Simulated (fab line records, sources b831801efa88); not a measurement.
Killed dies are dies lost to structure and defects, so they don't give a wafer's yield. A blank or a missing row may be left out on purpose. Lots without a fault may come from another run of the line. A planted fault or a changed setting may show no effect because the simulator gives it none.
A struck lot beside a sound one | flow sfq_line | 14 steps out of a route of 325
Sound: wafers L885.1, L885.3, L885.5. Struck: wafers L888.3, L888.4, L888.6. The cause comes at the end.
At each step with rows: each side's tool, then ch and its chambers, then its first start. Under that, the readings that differ: sound wafers | struck wafers | difference of the means | sigmas: that difference in standard deviations of wafers without a fault.
alike: readings whose means differ by less than 2 such deviations, and words and numbers that are the same on both sides. not compared: withheld readings, readings that some wafer has no value for, bounds like >300 that may hide the same value, and numbers for which the record gives no deviation and whose values overlap.
The two part at a step that has a row with sigmas, a row that says differs or no value, or rows on one side only. Numbers that don't overlap but have no deviation are shown without sigmas and don't part them. A reading that every wafer of one side lacks parts them only if that side has two wafers or more.

first, 3 steps without rows for these wafers: SFQ_TRILAYER_I7_VIA_LITHO_EXPOSE_188 (exposes mask I7, target cd 1000 nm); SFQ_TRILAYER_I7_VIA_LITHO_PEB_190 (peb time 60 s); SFQ_TRILAYER_I7_VIA_LITHO_DEVELOP_189 (time 60 s).
SFQ_I7_OVL_MEAS_947:
  sound on overlay-01, day 76 22:57; struck on overlay-01, day 78 17:41
  alike: I7_OVL
SFQ_TRILAYER_I7_VIA_BARC_OPEN_VIA_ETCH_260: etches BARC in O2, target depth 125 nm, time 41.7 s.
  sound on rie_diel-01 ch 1,3, day 76 22:59; struck on rie_diel-04 ch 0,1,2, day 78 17:43
  alike: drypump_motor_current_A, oes_product_au
  not compared: rf_hours_counter_h
SFQ_TRILAYER_I7_VIA_ETCH_VIA_ETCH_190: etches SiO2 in CHF3, stops on Nb, target depth 260 nm.
  sound on rie_diel-01 ch 1,3, day 76 23:02; struck on rie_diel-04 ch 0,1,2, day 78 17:45
  alike: drypump_motor_current_A, oes_product_au
SFQ_TRILAYER_I7_VIA_STRIP_STRIP_191: strips in O2.
  sound on rie_metal-04 ch 0,1, day 76 23:08; struck on rie_metal-02 ch 0,1, day 78 18:04
  alike: drypump_motor_current_A, oes_product_au, platen_temp_c
  not compared: rf_hours_counter_h
then, 5 steps without rows for these wafers: SFQ_TRILAYER_I7_VIA_STRIP_SOLV_CLEAN_192 (cleans in NMP, time 600 s); SFQ_TRILAYER_M8_LITHO_LOR_COAT_197; SFQ_TRILAYER_M8_LITHO_LOR_BAKE_198; SFQ_TRILAYER_M8_LITHO_COAT_193 (resist thk 600 nm); SFQ_TRILAYER_M8_LITHO_SOFTBAKE_199.
-- the record jumps here: 5 days lie between the struck wafers' starts before and after --
SFQ_TRILAYER_M8_LITHO_EXPOSE_194: exposes mask M8, target cd 2000 nm.
  sound on krf_scanner-01 ch 0, day 81 11:14; struck on krf_scanner-01, day 83 14:02
  no value came back on the struck wafers for exposure_dose_mJ_cm2, focus_offset_nm (nm), stage_vel_mm_s (mm/s); on the sound wafers exposure_dose_mJ_cm2 reads 14.409 14.410 14.416
  alike: mask
then, 1 step without rows for these wafers: SFQ_TRILAYER_M8_LITHO_PEB_196 (peb time 60 s).

WHERE THEY PART
Only at SFQ_TRILAYER_M8_LITHO_EXPOSE_194, within this record.

WHY: what the simulator had put in
Skipped step whole: krf_scanner-01, from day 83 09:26 on, at SFQ_TRILAYER_M8_LITHO_EXPOSE_194. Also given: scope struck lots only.
